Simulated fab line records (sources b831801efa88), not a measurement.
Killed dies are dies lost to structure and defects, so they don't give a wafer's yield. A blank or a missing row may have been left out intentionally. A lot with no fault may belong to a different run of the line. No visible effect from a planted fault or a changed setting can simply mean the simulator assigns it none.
Struck lot and sound lot, side by side -- flow gf180mcu -- 14 out of 602 route steps
Sound: wafers L850.3, L850.4, L850.6. Struck: wafers L848.2, L848.4, L848.5. Last of all comes the cause.
Each step with rows lists, per side, the tool, then ch with its chambers, then its first start. Under that, the readings that differ: sound wafers -- struck wafers -- difference of the means -- sigmas: that difference in standard deviations of wafers without a fault.
alike: a reading whose means differ by less than 2 such deviations, as well as words and numbers matching on both sides. not compared: withheld readings; readings where some wafer has no value; bounds like >300 that might hide an equal value; numbers whose values overlap and for which the record gives no deviation.
Wherever a step has rows on one side only, a row that says differs or no value, or a row with sigmas, the two part there. Non-overlapping numbers with no deviation appear without sigmas and do not part them. A reading that every wafer of one side lacks parts them only if that side has two wafers or more.

GF_TOP_METAL_SPUTTER_01: material TiN, target thk 30 nm, time 25 s.
  sound: pvd-sputter-03 at day 32 18:45; struck: pvd-sputter-01 at day 32 11:48
  alike: cathode-dc-power-W, chamber-pressure-pa, throttle-valve-pct
GF_TOP_METAL_SPUTTER_02: material AlCu, target thk 900 nm, time 46.82 s.
  sound: pvd-sputter-03 at day 32 18:47; struck: pvd-sputter-01 at day 32 11:50
  alike: cathode-dc-power-W, chamber-pressure-pa, throttle-valve-pct
GF_TOP_METAL_SPUTTER_03: material Ti, target thk 5 nm, time 3.3 s.
  sound: pvd-sputter-03 at day 32 18:49; struck: pvd-sputter-01 at day 32 11:52
  alike: cathode-dc-power-W, chamber-pressure-pa, throttle-valve-pct
GF_TOP_METAL_SPUTTER_04: material TiN, target thk 25 nm, time 20.8 s.
  sound: pvd-sputter-03 at day 32 18:50; struck: pvd-sputter-01 at day 32 11:53
  alike: cathode-dc-power-W, chamber-pressure-pa, throttle-valve-pct
GF_TOP_METAL_RS_MEAS_05: a four-point-probe measurement.
  sound: film-metro-01 at day 32 18:55; struck: film-metro-04 at day 32 11:56
  alike: TOP_METAL_ALCU_RS
GF_TOP_METAL_THK_MEAS_06: measures by xrf.
  sound: film-metro-01 at day 32 19:01; struck: film-metro-04 at day 32 12:03
reading,sound,struck,difference,sigmas
TOP_METAL_ALCU_THK (nm),856 852 858,881 890 875,+27,+2
then, 6 steps without rows for these wafers: GF_TOP_METAL_DEHYDRATE_07 (time 60 s); GF_TOP_METAL_HMDS_08 (prime time 60 s); GF_TOP_METAL_COAT_09 (resist thk 1500 nm); GF_TOP_METAL_SOFTBAKE_10 (time 60 s); GF_TOP_METAL_EXPOSE_11 (exposes mask MetalTop, target cd 440 nm); GF_TOP_METAL_PEB_12.
GF_TOP_METAL_DEVELOP_13: develop time 60 s.
  sound on litho-track-02 ch 0, day 33 10:59; struck on litho-track-02, day 33 04:24
  no value came back on the struck wafers for chill-plate-temp-C (C), develop-time-s (s); on the sound wafers chill-plate-temp-C (C) reads 22.75 22.95 22.84
GF_TOP_METAL_CD_MEAS_14 targets a cd of 440 nm.
  sound: cd-sem-02 at day 33 11:07; struck: cd-sem-01 at day 33 04:33
reading,sound,struck,difference,sigmas
cd-nm (nm),439.9 440.1 438.2,- - -,no value on the struck wafers,

== WHERE THEY PART ==
At GF_TOP_METAL_THK_MEAS_06 first; at GF_TOP_METAL_CD_MEAS_14 last (within this record only).

WHY: what had been put in by the simulator
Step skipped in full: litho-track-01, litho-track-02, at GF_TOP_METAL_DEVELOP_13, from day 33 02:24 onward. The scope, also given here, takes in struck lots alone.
